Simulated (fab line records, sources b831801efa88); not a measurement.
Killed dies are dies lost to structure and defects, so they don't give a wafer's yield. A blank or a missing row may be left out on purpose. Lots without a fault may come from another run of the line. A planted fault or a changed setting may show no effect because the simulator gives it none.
fab line records | flow sky130
record lots=6 wafers=18 last_day=50
route steps=708 shown LDD_N@252 LDD_P@255 LDD_HVN@267 PAD_OPEN@708
lots that met no fault: from a run of the same line without faults
start_h: hours from the record's first day to the start of the lot's first wafer shown | wait_h: hours since the lot's step before | " the same as in the row above | L1.1+2: a row that stands for several wafers | - no value, or no start given | * or withheld: withheld | < > ~ a bound
route shown NAME@n: a module of which the file shows steps, and the number in the route of the first | usual: mean/standard deviation of fault-free wafers | same: alike in all rows | chamber/n: place in a boat | sites: the reading at each site | _std_site: their standard deviation | _edge_site: outer sites' mean less inner sites' | radius_mm: how far each site lies from the wafer's centre | mask NAME#n: copy n | behind: the tool/chamber that last shaped the wafer | hold: why the lot was held/for how many hours/how that ended | device: the transistor (n, p or np) that didn't switch | end of line: the same wafers' tests at the end of the route | a step without rows: its recipe alone | killed: dies lost to structure and defects at the first sort, not the wafer's yield | map: a wafer's dies, x killed, . not, _ none there
set.NAME: the setting as run; set.NAME@STEP: as run at that earlier step | model.NAME: the simulator's own value behind a step, which no gauge read
lots at some steps of the route; a table a step, a row a wafer
services: from which hour (start_h, from the record's first day; less than 0 if before it) a tool's chamber was out of use, for how many hours, and why
## steps
# step SKY_LDD_N_IMPLANT_15
# recipe species=BF2 energy_kev=50 dose_cm2=5e+12 tilt_deg=30 rotation_deg=270
# step SKY_LDD_N_STRIP_16
# recipe chemistry=O2/N2 power_w=1400 pressure_mtorr=1500 platen_temp_c=withheld o2_flow_sccm=3000 n2_flow_sccm=300 overash_fraction=0.5
# usual drypump_motor_current_A=5.85/0.27 n2_flow_sccm=300.0/0.88 oes_product_au=0.407/0.0043 strip_time_to_endpoint_s=4.316/0.016
# columns lot.wafer tool chamber start_h wait_h drypump_motor_current_A n2_flow_sccm oes_product_au rf_hours_counter_h strip_time_to_endpoint_s
L456.1 plasma_asher-03 1 426.02 0.1 5.57 299.9 0.401 26 4.310
L456.2 " 0 " " 5.48 300.3 0.405 26 4.318
L456.5 " 0 " " 5.50 301.4 0.407 - 4.293
L467.1 plasma_asher-02 1 511.17 0.1 5.72 298.8 0.408 72 4.332
L467.3 " 1 " " 5.73 299.0 0.397 - 4.321
L467.5 " 1 " " 5.72 299.0 0.408 - 4.342
L468.3 plasma_asher-01 0 523.15 0.1 6.24 301.7 0.419 - 4.312
L468.5 " 0 " " 6.24 300.1 0.401 - 4.332
L468.6 " 1 " " 5.87 299.2 0.407 - 4.322
L469.3 plasma_asher-03 0 536.80 0.1 5.51 300.8 0.402 - 4.294
L469.4 " 1 " " 5.56 299.7 0.409 - 4.315
L469.5 " 1 " " 5.55 300.7 0.412 - 4.311
L470.2 plasma_asher-01 0 539.78 0.1 6.24 299.1 0.406 10 4.302
L470.3 " 1 " " 5.89 299.6 0.406 - 4.332
L470.5 " 1 " " 5.88 300.2 0.406 - 4.274
L478.1 plasma_asher-01 1 601.68 0.1 5.87 301.6 0.413 16 4.297
L478.4 " 1 " " 5.86 300.8 0.408 - 4.315
L478.6 " 0 " " 6.27 300.2 0.403 - 4.307
# step SKY_LDD_N_TW_MEAS_17
# usual LDD_N_TW=2582/12
# columns lot.wafer tool chamber start_h wait_h LDD_N_TW
L456.1 film_metro-03 - 426.12 0.1 2606
L456.2 " - " " 2611
L456.5 " - " " 2604
L467.1 film_metro-01 - 511.27 0.1 2602
L467.3 " - " " 2599
L467.5 " - " " 2591
L468.3 film_metro-01 - 523.24 0.1 2598
L468.5 " - " " 2598
L468.6 " - " " 2606
L469.3 film_metro-01 - 536.89 0.1 2592
L469.4 " - " " 2586
L469.5 " - " " 2590
L470.2 film_metro-01 - 539.89 0.1 2586
L470.3 " - " " 2583
L470.5 " - " " 2584
L478.1 film_metro-04 - 601.78 0.1 2579
L478.4 " - " " 2583
L478.6 " - " " 2586
# step SKY_LDD_P_DEHYDRATE_00
# recipe temp_c=200 time_s=60
# step SKY_LDD_P_HMDS_01
# recipe prime_time_s=60 prime_temp_c=120
# step SKY_LDD_P_COAT_02
# recipe resist=NOVOLAK spin_rpm=3000 resist_thk_nm=1140
# step SKY_LDD_P_SOFTBAKE_03
# recipe temp_c=90 time_s=60 resist=NOVOLAK
# step SKY_LDD_P_EXPOSE_04
# recipe mask_id=PSDM na=0.6 source_shape=conventional sigma_outer=0.6 polarization=unpolarized target_cd_nm=380 dose_mj=138
# step SKY_LDD_P_PEB_05
# recipe temp_c=withheld time_s=* resist=NOVOLAK
# step SKY_LDD_P_DEVELOP_06
# recipe resist=NOVOLAK developer=TMAH develop_time_s=60 dev_temp_c=21.99
# step SKY_LDD_P_CD_MEAS_07
# recipe target_cd_nm=380
# usual cd_nm=379.9/2.4
# columns lot.wafer tool chamber start_h wait_h cd_nm
L456.1 cd_sem-01 - 457.10 0.1 378.9
L456.2 " - " " 377.6
L456.5 " - " " 380.5
L467.1 cd_sem-01 - 541.60 0.1 379.8
L467.3 " - " " 382.5
L467.5 " - " " 381.1
L468.3 cd_sem-01 - 553.03 0.1 378.1
L468.5 " - " " 377.4
L468.6 " - " " 378.4
L469.3 cd_sem-01 - 566.83 0.1 380.3
L469.4 " - " " 381.0
L469.5 " - " " 381.1
L470.2 cd_sem-01 - 570.17 0.1 377.7
L470.3 " - " " 378.9
L470.5 " - " " 377.5
L478.1 cd_sem-02 - 630.89 0.1 385.6
L478.4 " - " " 383.8
L478.6 " - " " 382.7
# step SKY_LDD_P_OVL_MEAS_08
# usual LDD_P_OVL=-0.3/1.2
# columns lot.wafer tool chamber start_h wait_h LDD_P_OVL[nm]
L456.1 overlay-02 - 457.22 0.1 0.1
L456.2 " - " " 1.2
L456.5 " - " " 1.2
L467.1 overlay-02 - 541.72 0.1 -0.7
L467.3 " - " " -1.9
L467.5 " - " " -1.8
L468.3 overlay-02 - 553.12 0.1 -0.6
L468.5 " - " " 1.7
L468.6 " - " " -0.9
L469.3 overlay-02 - 566.92 0.1 1.0
L469.4 " - " " 1.3
L469.5 " - " " 0.6
L470.2 overlay-02 - 570.28 0.1 0.8
L470.3 " - " " -0.5
L470.5 " - " " 2.0
L478.1 overlay-02 - 631.01 0.1 0.9
L478.4 " - " " 1.0
L478.6 " - " " 0.8
# step SKY_LDD_P_IMPLANT_09
# recipe species=BF2 energy_kev=25 dose_cm2=1e+13 tilt_deg=withheld
# usual beam_on_s=10.03/0.19 dose_ions_cm2=1.0002e+13/1.1e+10 faraday_current_uA=56.2/1.1
# columns lot.wafer tool chamber start_h wait_h beam_on_s dose_ions_cm2 faraday_current_uA
L456.1 implanter-01 0 457.26 0.0 10.22 1.0007e+13 55.1
L456.2 " 0 " " 10.08 9.988e+12 56.0
L456.5 " 0 " " 10.13 1.0007e+13 55.7
L467.1 implanter-04 0 541.76 0.0 9.79 1.0001e+13 57.2
L467.3 " 0 " " 10.07 9.988e+12 56.3
L467.5 " 0 " " 10.28 9.976e+12 55.0
L468.3 implanter-04 0 553.20 0.1 7.92 1.0001e+13 70.8
L468.5 " 0 " " 7.59 9.995e+12 74.0
L468.6 " 0 " " 7.88 1.0004e+13 71.8
L469.3 implanter-01 0 567.00 0.1 10.01 1.0011e+13 56.4
L469.4 " 0 " " 10.07 1.0019e+13 55.7
L469.5 " 0 " " 9.93 1.0006e+13 56.8
L470.2 implanter-04 0 570.33 0.0 7.96 1.0016e+13 71.0
L470.3 " 0 " " 7.84 9.989e+12 71.9
L470.5 " 0 " " 7.76 1.0006e+13 72.7
L478.1 implanter-02 0 631.05 0.0 10.28 9.999e+12 54.9
L478.4 " 0 " " 9.97 1.0017e+13 56.7
L478.6 " 0 " " 10.03 9.977e+12 56.1
# step SKY_LDD_P_STRIP_10
# recipe chemistry=O2/N2 power_w=1400 pressure_mtorr=1500 platen_temp_c=withheld o2_flow_sccm=3000 n2_flow_sccm=300 overash_fraction=0.5
# usual drypump_motor_current_A=5.8/0.36 n2_flow_sccm=300.0/0.93 oes_product_au=0.716/0.0039 strip_time_to_endpoint_s=14.18/0.034
# columns lot.wafer tool chamber start_h wait_h drypump_motor_current_A n2_flow_sccm oes_product_au rf_hours_counter_h strip_time_to_endpoint_s
L456.1 plasma_asher-02 1 457.41 0.1 5.7 297.7 0.718 66 14.15
L456.2 " 0 " " 6.0 299.7 0.716 66 14.18
L456.5 " 1 " " 5.7 299.1 0.718 - 14.18
L467.1 plasma_asher-01 1 541.91 0.1 5.9 299.2 0.715 10 14.16
L467.3 " 1 " " 5.9 298.0 0.717 - 14.20
L467.5 " 0 " " 6.2 299.7 0.711 - 14.17
L468.3 plasma_asher-04 1 553.33 0.1 5.1 300.9 0.716 - 14.18
L468.5 " 1 " " 5.1 299.4 0.713 - 14.19
L468.6 " 0 " " 5.6 299.0 0.715 - 14.25
L469.3 plasma_asher-01 1 567.13 0.1 5.9 300.0 0.717 - 14.10
L469.4 " 0 " " 6.2 301.2 0.721 - 14.15
L469.5 " 1 " " 5.9 300.5 0.713 - 14.12
L470.2 plasma_asher-01 1 570.46 0.1 5.9 298.6 0.720 13 14.15
L470.3 " 1 " " 5.9 298.2 0.714 - 14.22
L470.5 " 1 " " 5.9 300.5 0.720 - 14.21
L478.1 plasma_asher-04 1 631.20 0.1 5.1 301.7 0.713 93 14.11
L478.4 " 0 " " 5.6 300.5 0.707 - 14.09
L478.6 " 0 " " 5.6 300.3 0.712 - 14.13
# step SKY_LDD_P_TW_MEAS_11
# usual LDD_P_TW=635/4
# columns lot.wafer tool chamber start_h wait_h LDD_P_TW
L456.1 film_metro-03 - 457.51 0.1 636
L456.2 " - " " 638
L456.5 " - " " 636
L467.1 film_metro-01 - 542.01 0.1 639
L467.3 " - " " 639
L467.5 " - " " 636
L468.3 film_metro-02 - 553.42 0.1 579
L468.5 " - " " 579
L468.6 " - " " 574
L469.3 film_metro-01 - 567.22 0.1 635
L469.4 " - " " 633
L469.5 " - " " 635
L470.2 film_metro-02 - 570.57 0.1 580
L470.3 " - " " 580
L470.5 " - " " 581
L478.1 film_metro-02 - 631.30 0.1 628
L478.4 " - " " 629
L478.6 " - " " 631
# step SKY_LDD_HVN_DEHYDRATE_00
# recipe temp_c=200 time_s=60
# step SKY_PAD_OPEN_PROBE_99
# usual killed_at_M0_to_M3=43/6.6 killed_at_M4_up=2.9/1.8 killed_at_contacts=25/5.3 killed_at_front_end=15/4.1 killed_at_other=0.3/0.6 killed_dies=86/8.8 killed_open=47/6.7 killed_short=39/6.2
# same gross_dies=492 killed_at_back_side=0
# columns lot.wafer tool chamber start_h wait_h killed_at_M0_to_M3 killed_at_M4_up killed_at_contacts killed_at_front_end killed_at_other killed_dies killed_open killed_short model.etest.tip_p.rs_ohm_sq model.etest.tip_p.rs_ohm_sq_range
L456.1 prober-02 - 1089.06 0.1 39 0 30 15 2 86 45 41 6857 200
L456.2 prober-02 - 1089.11 0.1 36 2 32 18 0 88 49 39 6882 148.6
L456.5 prober-02 - 1089.26 0.2 46 3 24 16 0 89 47 41 6852 262.4
L467.1 prober-02 - 1146.62 0.1 55 4 22 15 0 96 59 37 6795 101.8
L467.3 prober-02 - 1146.72 0.2 48 2 24 13 0 87 41 46 6867 244.7
L467.5 prober-02 - 1146.82 0.2 42 0 30 16 1 89 56 33 6893 156.1
L468.3 prober-01 - 1154.56 0.2 50 6 18 15 0 89 50 39 8474 233.1
L468.5 prober-01 - 1154.66 0.2 43 3 25 19 0 90 49 39 8586 270.1
L468.6 prober-01 - 1154.71 0.2 37 3 24 23 0 87 48 39 8575 164.2
L469.3 prober-02 - 1163.39 0.2 42 4 23 19 0 88 41 47 7009 119.3
L469.4 prober-02 - 1163.44 0.2 39 4 26 11 0 80 42 38 6979 238.9
L469.5 prober-02 - 1163.49 0.2 41 5 26 13 0 85 53 31 6957 151.3
L470.2 prober-01 - 1169.21 0.1 37 3 18 12 0 70 45 24 8585 348.1
L470.3 prober-01 - 1169.26 0.2 31 1 27 12 1 72 30 41 8525 203.7
L470.5 prober-01 - 1169.36 0.2 32 3 27 16 0 78 37 40 8566 212.7
L478.1 prober-01 - 1201.15 0.1 40 1 23 23 0 87 50 37 6866 193.1
L478.4 prober-01 - 1201.30 0.2 49 3 34 20 0 106 58 47 6836 157.4
L478.6 prober-01 - 1201.40 0.2 47 1 14 23 0 85 47 38 6873 205.2
# killed by level:class
L456.1 LI_CONTACT:geometric_particle:open=11 VIA1:geometric_particle:open=8 CONTACT:geometric_particle:open=7 METAL1:geometric_particle:short=7 VIA1:geometric_particle:short=6 FIELD_ISO:geometric_particle:open=5 VIA3:geometric_particle:short=5 LOCAL_INTERCONNECT:geometric_particle:short=4
L456.2 CONTACT:geometric_particle:open=12 VIA1:geometric_particle:open=12 FIELD_ISO:geometric_particle:open=6 LI_CONTACT:geometric_particle:open=6 LOCAL_INTERCONNECT:geometric_particle:short=6 FIELD_ISO:geometric_particle:short=5 METAL2:geometric_particle:short=5 VIA2:geometric_particle:open=5
L456.5 VIA3:geometric_particle:open=9 VIA2:geometric_particle:open=8 LI_CONTACT:geometric_particle:open=7 VIA1:geometric_particle:short=7 VIA1:geometric_particle:open=6 METAL1:geometric_particle:short=6 CONTACT:geometric_particle:open=5 FIELD_ISO:geometric_particle:open=4
L467.1 VIA1:geometric_particle:open=16 CONTACT:geometric_particle:open=11 METAL2:geometric_particle:short=9 VIA2:geometric_particle:open=9 POLY_GATE:geometric_particle:open=5 METAL1:geometric_particle:short=5 VIA3:geometric_particle:open=5 POLY_GATE:geometric_particle:short=4
L467.3 METAL2:geometric_particle:short=11 VIA1:geometric_particle:open=10 CONTACT:geometric_particle:short=8 VIA2:geometric_particle:open=8 LI_CONTACT:geometric_particle:open=7 POLY_GATE:geometric_particle:open=5 POLY_GATE:geometric_particle:short=5 LI_CONTACT:geometric_particle:short=5
L467.5 VIA1:geometric_particle:open=12 CONTACT:geometric_particle:open=8 VIA3:geometric_particle:open=8 VIA2:geometric_particle:open=6 CONTACT:geometric_particle:short=5 LI_CONTACT:geometric_particle:open=5 LOCAL_INTERCONNECT:geometric_particle:open=5 FIELD_ISO:geometric_particle:open=4
L468.3 VIA2:geometric_particle:open=9 METAL2:geometric_particle:short=7 VIA3:geometric_particle:short=7 FIELD_ISO:geometric_particle:open=6 CONTACT:geometric_particle:open=6 LI_CONTACT:geometric_particle:open=6 METAL1:geometric_particle:short=6 VIA1:geometric_particle:open=5
L468.5 VIA1:geometric_particle:open=10 VIA2:geometric_particle:open=10 CONTACT:geometric_particle:open=9 FIELD_ISO:geometric_particle:open=7 METAL2:geometric_particle:short=6 METAL3:geometric_particle:short=6 FIELD_ISO:geometric_particle:short=5 LI_CONTACT:geometric_particle:open=5
L468.6 CONTACT:geometric_particle:open=11 VIA1:geometric_particle:open=9 FIELD_ISO:geometric_particle:short=7 POLY_GATE:geometric_particle:short=6 METAL2:geometric_particle:short=6 VIA2:geometric_particle:open=5 LI_CONTACT:geometric_particle:open=4 CONTACT:geometric_particle:short=4
L469.3 VIA1:geometric_particle:open=8 CONTACT:geometric_particle:short=8 POLY_GATE:geometric_particle:short=7 VIA3:geometric_particle:open=7 LOCAL_INTERCONNECT:geometric_particle:short=5 CONTACT:geometric_particle:open=5 VIA3:geometric_particle:short=5 FIELD_ISO:geometric_particle:short=4
L469.4 CONTACT:geometric_particle:open=12 POLY_GATE:geometric_particle:open=6 CONTACT:geometric_particle:short=6 VIA2:geometric_particle:open=6 VIA1:geometric_particle:open=6 METAL2:geometric_particle:short=6 VIA3:geometric_particle:open=6 METAL1:geometric_particle:short=5
L469.5 VIA1:geometric_particle:open=11 LI_CONTACT:geometric_particle:open=10 CONTACT:geometric_particle:open=8 METAL1:geometric_particle:short=5 VIA2:geometric_particle:open=5 FIELD_ISO:geometric_particle:open=4 CONTACT:geometric_particle:short=4 METAL2:geometric_particle:short=4
L470.2 VIA1:geometric_particle:open=11 CONTACT:geometric_particle:open=10 VIA3:geometric_particle:open=6 POLY_GATE:geometric_particle:open=5 VIA1:geometric_particle:short=4 VIA2:geometric_particle:open=4 FIELD_ISO:geometric_particle:open=3 LI_CONTACT:geometric_particle:open=3
L470.3 LOCAL_INTERCONNECT:geometric_particle:short=8 CONTACT:geometric_particle:open=6 CONTACT:geometric_particle:short=6 VIA1:geometric_particle:short=6 METAL2:geometric_particle:short=5 VIA1:geometric_particle:open=4 LI_CONTACT:geometric_particle:open=4 FIELD_ISO:geometric_particle:short=3
L470.5 LI_CONTACT:geometric_particle:open=8 LOCAL_INTERCONNECT:geometric_particle:short=6 CONTACT:geometric_particle:open=6 METAL2:geometric_particle:short=6 VIA2:geometric_particle:open=6 VIA1:geometric_particle:open=5 CONTACT:geometric_particle:short=4 METAL1:geometric_particle:short=4
L478.1 VIA1:geometric_particle:open=11 VIA2:geometric_particle:open=10 CONTACT:geometric_particle:open=8 METAL1:geometric_particle:short=7 FIELD_ISO:geometric_particle:short=6 FIELD_ISO:geometric_particle:open=6 CONTACT:geometric_particle:short=6 POLY_GATE:geometric_particle:open=5
L478.4 VIA1:geometric_particle:open=13 CONTACT:geometric_particle:open=12 METAL2:geometric_particle:short=10 VIA3:geometric_particle:open=9 CONTACT:geometric_particle:short=9 LI_CONTACT:geometric_particle:open=6 VIA1:geometric_particle:short=6 POLY_GATE:geometric_particle:short=5
L478.6 VIA2:geometric_particle:open=8 VIA1:geometric_particle:open=8 FIELD_ISO:geometric_particle:open=7 CONTACT:geometric_particle:open=7 METAL1:geometric_particle:short=6 VIA1:geometric_particle:short=6 METAL2:geometric_particle:short=6 FIELD_ISO:geometric_particle:short=4
## services
# columns tool chamber start_h hours kind
plasma_asher-02 - 414.82 3.0 repair
plasma_asher-01 - 421.25 9.0 pm
plasma_asher-01 0 421.25 9.0 vent_cycle
plasma_asher-01 1 421.25 9.0 vent_cycle
plasma_asher-01 0 430.25 - clean
plasma_asher-01 1 430.25 - clean
plasma_asher-03 - 450.99 2.9 repair
implanter-04 - 456.13 1.7 repair
implanter-01 - 459.53 5.6 repair
plasma_asher-01 - 462.37 11.4 repair
plasma_asher-03 - 468.00 18.4 pm
implanter-04 - 479.64 4.8 pm
implanter-01 - 537.30 3.3 repair
plasma_asher-02 - 542.48 1.1 repair
plasma_asher-02 - 565.86 4.8 repair
implanter-02 - 577.87 10.7 pm
plasma_asher-02 - 624.68 0.5 repair
plasma_asher-03 - 624.84 1.1 repair
## key
first_sign step=SKY_LDD_P_IMPLANT_09 reading=faraday_current_uA direction=up sigmas=15 usual=56.2 struck=72.0
effect step=SKY_LDD_P_IMPLANT_09 reading=beam_on_s direction=down sigmas=11 usual=10.03 struck=7.83
effect step=SKY_LDD_P_TW_MEAS_11 reading=LDD_P_TW direction=down sigmas=14 usual=635 struck=579
model_effect step=SKY_PAD_OPEN_PROBE_99 value=etest.tip_p.rs_ohm_sq without=6860 struck=8552
met_at SKY_LDD_P_IMPLANT_09
struck_wafers L468.3,L468.5,L468.6,L470.2,L470.3,L470.5
tester_left_out L468,L470
onset_between 541.76 553.20
fault kind=process_parameter_drift tool=implanter-04 chamber=- onset_h=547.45 steps=SKY_LDD_P_IMPLANT_09 channel=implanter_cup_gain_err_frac offset=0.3 shape=step end_h=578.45
# tester_left_out: of these lots the tester's yield and bins aren't shown, on N5 and GAA mostly nor the transistor test; their killed dies are dies lost to structure and defects alone, not to doping, threshold or leakage, so they don't give the yield
